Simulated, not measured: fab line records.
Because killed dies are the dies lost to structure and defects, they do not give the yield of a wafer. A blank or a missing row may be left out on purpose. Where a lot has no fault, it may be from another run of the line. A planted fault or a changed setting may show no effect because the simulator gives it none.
The tool behind it: which one? || flow gf180mcu || 12 lots with 35 wafers sampled at 4 steps, on a route of 602 steps

## WHAT EACH GAUGE READ, for each wafer
GF_M2_RS_MEAS_05: uses a four-point probe to measure. Usual: M2_ALCU_RS 0.0695 ohm/sq, standard deviation 0.0008.
{"lot": "L641", "measured": "day 18 03:59", "on": "film_metro-01", "M2_ALCU_RS (ohm/sq)": "0.0686 0.0682 0.0686", "flag": ""}
{"lot": "L642", "measured": "day 18 14:08", "on": "film_metro-01", "M2_ALCU_RS (ohm/sq)": "0.0708 0.0698 0.0710", "flag": ""}
{"lot": "L643", "measured": "day 19 01:06", "on": "film_metro-01", "M2_ALCU_RS (ohm/sq)": "0.0691 0.0687 0.0691", "flag": ""}
{"lot": "L646", "measured": "day 20 06:20", "on": "film_metro-01", "M2_ALCU_RS (ohm/sq)": "0.0683 0.0681 0.0695", "flag": ""}
{"lot": "L647", "measured": "day 20 20:50", "on": "film_metro-01", "M2_ALCU_RS (ohm/sq)": "0.0688 0.0684 0.0690", "flag": ""}
{"lot": "L649", "measured": "day 21 20:59", "on": "film_metro-03", "M2_ALCU_RS (ohm/sq)": "0.0697 0.0707 0.0693", "flag": ""}
{"lot": "L648", "measured": "day 21 21:09", "on": "film_metro-01", "M2_ALCU_RS (ohm/sq)": "0.0682 0.0691 0.0683", "flag": ""}
{"lot": "L650", "measured": "day 22 17:40", "on": "film_metro-01", "M2_ALCU_RS (ohm/sq)": "0.0692 0.0696 0.0686", "flag": ""}
{"lot": "L651", "measured": "day 22 18:16", "on": "film_metro-01", "M2_ALCU_RS (ohm/sq)": "0.0693 0.0691 0.0686", "flag": ""}
{"lot": "L652", "measured": "day 23 01:26", "on": "film_metro-03", "M2_ALCU_RS (ohm/sq)": "0.0690 0.0688 0.0684", "flag": ""}
{"lot": "L655", "measured": "day 23 23:32", "on": "film_metro-01", "M2_ALCU_RS (ohm/sq)": "0.0699 0.0700", "flag": ""}
{"lot": "L663", "measured": "day 26 05:42", "on": "film_metro-02", "M2_ALCU_RS (ohm/sq)": "0.0711 0.0708 0.0704", "flag": ""}

GF_V2_BOW_MEAS_05. Usual: V2_BOW 101 um, standard deviation 7.2.
{"lot": "L641", "measured": "day 19 05:31", "on": "film_metro-03", "V2_BOW (um)": "91 91 95", "flag": ""}
{"lot": "L642", "measured": "day 19 16:23", "on": "film_metro-02", "V2_BOW (um)": "121 104 105", "flag": ""}
{"lot": "L643", "measured": "day 20 02:50", "on": "film_metro-04", "V2_BOW (um)": "108 114 100", "flag": ""}
{"lot": "L646", "measured": "day 21 07:41", "on": "film_metro-04", "V2_BOW (um)": "104 97 104", "flag": ""}
{"lot": "L647", "measured": "day 21 21:47", "on": "film_metro-04", "V2_BOW (um)": "102 104 98", "flag": ""}
{"lot": "L649", "measured": "day 22 21:29", "on": "film_metro-04", "V2_BOW (um)": "96 105 87", "flag": ""}
{"lot": "L648", "measured": "day 22 21:49", "on": "film_metro-03", "V2_BOW (um)": "106 111 106", "flag": ""}
{"lot": "L650", "measured": "day 23 17:44", "on": "film_metro-02", "V2_BOW (um)": "87 87 101", "flag": ""}
{"lot": "L651", "measured": "day 23 18:29", "on": "film_metro-04", "V2_BOW (um)": "107 108 104", "flag": ""}
{"lot": "L652", "measured": "day 24 01:27", "on": "film_metro-03", "V2_BOW (um)": "107 88 96", "flag": ""}
{"lot": "L655", "measured": "day 24 22:59", "on": "film_metro-02", "V2_BOW (um)": "102 83 - -", "flag": ""}
{"lot": "L663", "measured": "day 27 02:53", "on": "film_metro-04", "V2_BOW (um)": "108 106 106", "flag": ""}

## EACH LOT AND THE TOOL THAT RAN IT (in order: tool; ch and the chambers of the sampled wafers; start)
{"lot": "L641", "GF_M2_SPUTTER_02": "pvd_sputter-03, day 18 03:52", "GF_V2_CMP_04": "cmp-01 ch 0,1,3, day 19 05:17"}
{"lot": "L642", "GF_M2_SPUTTER_02": "pvd_sputter-02, day 18 14:01", "GF_V2_CMP_04": "cmp-01 ch 1,3, day 19 16:04"}
{"lot": "L643", "GF_M2_SPUTTER_02": "pvd_sputter-04, day 19 00:58", "GF_V2_CMP_04": "cmp-02 ch 0,2,3, day 20 02:32"}
{"lot": "L646", "GF_M2_SPUTTER_02": "pvd_sputter-03, day 20 06:14", "GF_V2_CMP_04": "cmp-02 ch 0,1,3, day 21 07:26"}
{"lot": "L647", "GF_M2_SPUTTER_02": "pvd_sputter-04, day 20 20:43", "GF_V2_CMP_04": "cmp-01 ch 0,1,3, day 21 21:33"}
{"lot": "L649", "GF_M2_SPUTTER_02": "pvd_sputter-02, day 21 20:53", "GF_V2_CMP_04": "cmp-02 ch 0,1,2, day 22 21:11"}
{"lot": "L648", "GF_M2_SPUTTER_02": "pvd_sputter-04, day 21 21:04", "GF_V2_CMP_04": "cmp-01 ch 0,2,3, day 22 21:31"}
{"lot": "L650", "GF_M2_SPUTTER_02": "pvd_sputter-03, day 22 17:33", "GF_V2_CMP_04": "cmp-01 ch 0,2,3, day 23 17:25"}
{"lot": "L651", "GF_M2_SPUTTER_02": "pvd_sputter-04, day 22 18:06", "GF_V2_CMP_04": "cmp-02 ch 0,1,3, day 23 18:16"}
{"lot": "L652", "GF_M2_SPUTTER_02": "pvd_sputter-02, day 23 01:17", "GF_V2_CMP_04": "cmp-02 ch 0,1,2, day 24 01:11"}
{"lot": "L655", "GF_M2_SPUTTER_02": "pvd_sputter-04, day 23 23:25", "GF_V2_CMP_04": "cmp-02 ch 2,3, day 24 22:45"}
{"lot": "L663", "GF_M2_SPUTTER_02": "pvd_sputter-03, day 26 05:34", "GF_V2_CMP_04": "cmp-01 ch 0,2,3, day 27 02:39"}
- GF_M2_SPUTTER_02: material AlCu, target thk 450 nm, time 23.9 s.
- GF_V2_CMP_04: polishes SiO2.

## WHAT THE TOOLS THEMSELVES READ (means of the sampled wafers that have a number; where no wafer has one, the mark that the record gives instead)
GF_M2_SPUTTER_02. Usual: throttle_valve_pct 29.6 %, standard deviation 0.55.
{"lot": "L641", "tool": "pvd_sputter-03", "throttle_valve_pct (%)": 30.5, "flag": ""}
{"lot": "L642", "tool": "pvd_sputter-02", "throttle_valve_pct (%)": 29.9, "flag": ""}
{"lot": "L643", "tool": "pvd_sputter-04", "throttle_valve_pct (%)": 29.4, "flag": ""}
{"lot": "L646", "tool": "pvd_sputter-03", "throttle_valve_pct (%)": 30.7, "flag": ""}
{"lot": "L647", "tool": "pvd_sputter-04", "throttle_valve_pct (%)": 29.6, "flag": ""}
{"lot": "L649", "tool": "pvd_sputter-02", "throttle_valve_pct (%)": 29.7, "flag": ""}
{"lot": "L648", "tool": "pvd_sputter-04", "throttle_valve_pct (%)": 29.2, "flag": ""}
{"lot": "L650", "tool": "pvd_sputter-03", "throttle_valve_pct (%)": 30.4, "flag": ""}
{"lot": "L651", "tool": "pvd_sputter-04", "throttle_valve_pct (%)": 29.4, "flag": ""}
{"lot": "L652", "tool": "pvd_sputter-02", "throttle_valve_pct (%)": 29.4, "flag": ""}
{"lot": "L655", "tool": "pvd_sputter-04", "throttle_valve_pct (%)": 29.4, "flag": ""}
{"lot": "L663", "tool": "pvd_sputter-03", "throttle_valve_pct (%)": 30.4, "flag": ""}

GF_V2_CMP_04. Usual: motor_current_A 12.2 A, standard deviation 1; time_to_endpoint_s 80 s, standard deviation 5.5.
{"lot": "L641", "tool": "cmp-01", "motor_current_A (A)": 11.9, "time_to_endpoint_s (s)": 78, "flag": ""}
{"lot": "L642", "tool": "cmp-01", "motor_current_A (A)": 12.2, "time_to_endpoint_s (s)": 82, "flag": ""}
{"lot": "L643", "tool": "cmp-02", "motor_current_A (A)": 13.0, "time_to_endpoint_s (s)": 83, "flag": ""}
{"lot": "L646", "tool": "cmp-02", "motor_current_A (A)": 12.1, "time_to_endpoint_s (s)": 77, "flag": ""}
{"lot": "L647", "tool": "cmp-01", "motor_current_A (A)": 12.0, "time_to_endpoint_s (s)": 82, "flag": ""}
{"lot": "L649", "tool": "cmp-02", "motor_current_A (A)": 11.8, "time_to_endpoint_s (s)": 79, "flag": ""}
{"lot": "L648", "tool": "cmp-01", "motor_current_A (A)": 13.0, "time_to_endpoint_s (s)": 82, "flag": ""}
{"lot": "L650", "tool": "cmp-01", "motor_current_A (A)": 12.2, "time_to_endpoint_s (s)": 82, "flag": ""}
{"lot": "L651", "tool": "cmp-02", "motor_current_A (A)": 12.5, "time_to_endpoint_s (s)": 86, "flag": ""}
{"lot": "L652", "tool": "cmp-02", "motor_current_A (A)": 12.0, "time_to_endpoint_s (s)": 87, "flag": ""}
{"lot": "L655", "tool": "cmp-02", "motor_current_A (A)": 12.6, "time_to_endpoint_s (s)": 88, "flag": ""}
{"lot": "L663", "tool": "cmp-01", "motor_current_A (A)": 12.6, "time_to_endpoint_s (s)": 81, "flag": ""}

## THE ANSWER, worked out from the rows above alone
Rule: a lot counts as off when the mean over its wafers that have a number is more than 3 standard deviations away from the usual mean. Also off: a lot with no number at a reading for which 4 or more lots have one. Where the step has rows for the other lots, those lots are counted as sound. After the gauges, taken in route order, come the tools' own readings; for these a lot's mean is taken, as printed above. The first step at which some lot is off is used, and at that step the reading that is off furthest; a lot without a number counts as furthest.
No lot is off on any of the readings shown, so nothing can be concluded from this.

## WHAT WAS PUT IN BY THE SIMULATOR
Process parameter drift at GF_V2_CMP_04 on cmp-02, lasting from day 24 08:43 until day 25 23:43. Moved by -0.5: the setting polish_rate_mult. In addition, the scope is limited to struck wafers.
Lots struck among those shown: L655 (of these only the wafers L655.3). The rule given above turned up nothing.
